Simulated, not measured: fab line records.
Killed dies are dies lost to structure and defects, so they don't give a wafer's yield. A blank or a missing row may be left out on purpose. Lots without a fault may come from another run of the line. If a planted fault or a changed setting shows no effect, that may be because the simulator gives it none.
Comparing a struck lot with a sound one / flow sky130 / 37 steps out of a route of 708
Sound: the wafers L618.1, L618.4, L618.5. Struck: wafers L633.2, L633.5. (L633.3 of the same lot was not struck and is left out.) The cause comes at the end.
Per side, at each step with rows, come the tool, then ch with its chambers, and then its first start. Under that, the readings that differ: sound wafers / struck wafers / difference of the means / sigmas: that difference in standard deviations of wafers without a fault.
alike: words and numbers the same on both sides, and readings whose means are apart by under 2 such deviations; not compared: readings that were withheld, readings missing a value for some wafer, numbers with overlapping values and no deviation given by the record, and bounds like >300 which may hide the same value.
A row with sigmas, a row that says differs or no value, or rows on one side alone: a step with any of these is where the two part. When numbers do not overlap yet have no deviation, they are printed without sigmas and do not part them. Lack of a reading on every wafer of one side parts them only where that side has two or more wafers.

first, 10 steps without rows for these wafers: SKY_VIA2_CLEAN_18 (cleans in IPA, time 180 s); SKY_VIA2_CLEAN_19 (cleans in O3/DIW); SKY_VIA2_SPUTTER_20 (material TiN, target thk 20 nm, time 80 s); SKY_VIA2_CVD_21 (deposits W, target thk 420 nm, time 126.4 s); SKY_VIA2_CMP_24 (polishes, stops on SiO2, t overpolish 20 s, target thk 0 nm); SKY_METAL3_SPUTTER_00 (material Ti, target thk 15 nm, time 10 s); SKY_METAL3_SPUTTER_01 (material TiN, target thk 20 nm, time 16.7 s); SKY_METAL3_SPUTTER_02 (material AlCu, target thk 735 nm, time 39.1 s); SKY_METAL3_SPUTTER_03 (material Ti, target thk 5 nm, time 3.3 s); SKY_METAL3_SPUTTER_04 (material TiN, target thk 70 nm, time 58.3 s).
SKY_CAPM_CVD_00: deposits SiO2, target thk 15.5 nm.
  sound on pecvd-02 ch 0,2, day 36 14:45; struck on pecvd-02 ch 2, day 41 05:47
reading=model.SiO2_of_CAPM_CVD_00.thk nm (nm); sound=15.64 15.75 15.8; struck=17.86 18.24; difference=+2.32; sigmas=
  alike: heater power w, susceptor temp C
SKY_CAPM_THK_MEAS_01:
  sound: film metro-01 at day 36 14:46; struck: film metro-02 at day 41 05:49
reading=CAPM_CVD_00_THK (nm); sound=15.64 15.74 15.82; struck=17.88 18.23; difference=+2.32; sigmas=+11
then, 8 steps without rows for these wafers: SKY_CAPM_SPUTTER_02 (material TiN, target thk 200 nm, time 166.7 s); SKY_CAPM_DEHYDRATE_05 (time 60 s); SKY_CAPM_HMDS_06 (prime time 60 s); SKY_CAPM_COAT_07 (resist thk 1140 nm); SKY_CAPM_SOFTBAKE_08 (time 60 s); SKY_CAPM_EXPOSE_09 (exposes mask CAPM, target cd 1000 nm); SKY_CAPM_PEB_10; SKY_CAPM_DEVELOP_11 (develop time 60 s).
SKY_CAPM_METAL_ETCH_13: etches TiN in Cl2/BCl3, stops on SiO2, target depth 220 nm, time 65.24 s.
  sound on rie metal-03 ch 0,1, day 37 17:13; struck on rie metal-01 ch 0,1, day 42 05:36
reading=bias w (W); sound=- - -; struck=48.45 48.40; difference=no value on the sound wafers; sigmas=
reading=throttle valve pct (%); sound=21.905 21.890 21.906; struck=21.922 21.923; difference=+0.022; sigmas=+2
reading=model.SiO2_of_CAPM_CVD_00.thk nm (nm); sound=14.82 14.94 14.97; struck=17.05 17.43; difference=+2.33; sigmas=
  alike: drypump motor current A, oes product au
  not compared: rf hours counter h
then, 14 steps without rows for these wafers: SKY_CAPM_STRIP_14 (strips in O2/N2); SKY_CAPM_STRIP_15 (strips in post etch residue remover, time 1200 s); SKY_CAPM_CLEAN_16 (cleans in IPA, time 180 s); SKY_CAPM_CLEAN_17 (cleans in O3/DIW); SKY_METAL3_DEHYDRATE_05 (time 60 s); SKY_METAL3_HMDS_06 (prime time 60 s); SKY_METAL3_COAT_07 (resist thk 60 nm); SKY_METAL3_COAT_08 (resist thk 1140 nm); SKY_METAL3_SOFTBAKE_09 (time 90 s); SKY_METAL3_EXPOSE_10 (exposes mask MM3, target cd 300 nm); SKY_METAL3_PEB_11; SKY_METAL3_DEVELOP_12 (develop time 60 s); SKY_METAL3_DESCUM_15 (chemistry O2, time 8 s); SKY_METAL3_ETCH_16 (etches BARC in N2/H2, stops on SiO2, time 88.2 s, target depth 60 nm).
SKY_METAL3_ETCH_17: etches SiO2 in C4F8/O2/Ar, stops on TiN, time 3.9 s, target depth 15 nm.
  sound on rie diel-04 ch 0,3, day 38 20:34; struck on rie diel-02 ch 0,1, day 43 06:05
reading=oes product au (a.u.); sound=0.745 0.740 0.742; struck=0.802 0.801; difference=+0.059; sigmas=+8
  alike: bias w
  not compared: rf hours counter h
-- the record jumps here: 7 days lie between the struck wafers' starts before and after (it left off in module METAL3 and takes up again in module PAD_OPEN, whose first step shown is number 708 of the route) --
SKY_PAD_OPEN_PROBE_99:
  sound: prober-02 at day 46 02:09; struck: prober-01 at day 49 19:30
reading=killed at other; sound=0 0 0; struck=1 1; difference=+1; sigmas=+2
reading=model.etest.cap mim.bv v (V); sound=14.21 14.36 14.86; struck=16.38 16.64; difference=+2.03; sigmas=
reading=model.etest.cap mim.leak log10 a cm2; sound=-9.082 -8.989 -9.143; struck=-9.57 -9.676; difference=-0.55; sigmas=
reading=model.etest.cap mim.c ff um2; sound=2.329 2.296 2.293; struck=2.012 1.99; difference=-0.305; sigmas=
  alike: defect limited yield, killed_at_M0_to_M3, killed_at_M4_up, killed at contacts, killed at front end, killed dies, killed open, killed short, sort_bin_3_pad_short, sort_bin_5_function, sort_bin_6_memory, sort n pass, sort yield pct

== WHERE THEY PART ==
Earliest at SKY_CAPM_THK_MEAS_01; latest, in this record, at SKY_PAD_OPEN_PROBE_99.

WHY: whatever the simulator had introduced
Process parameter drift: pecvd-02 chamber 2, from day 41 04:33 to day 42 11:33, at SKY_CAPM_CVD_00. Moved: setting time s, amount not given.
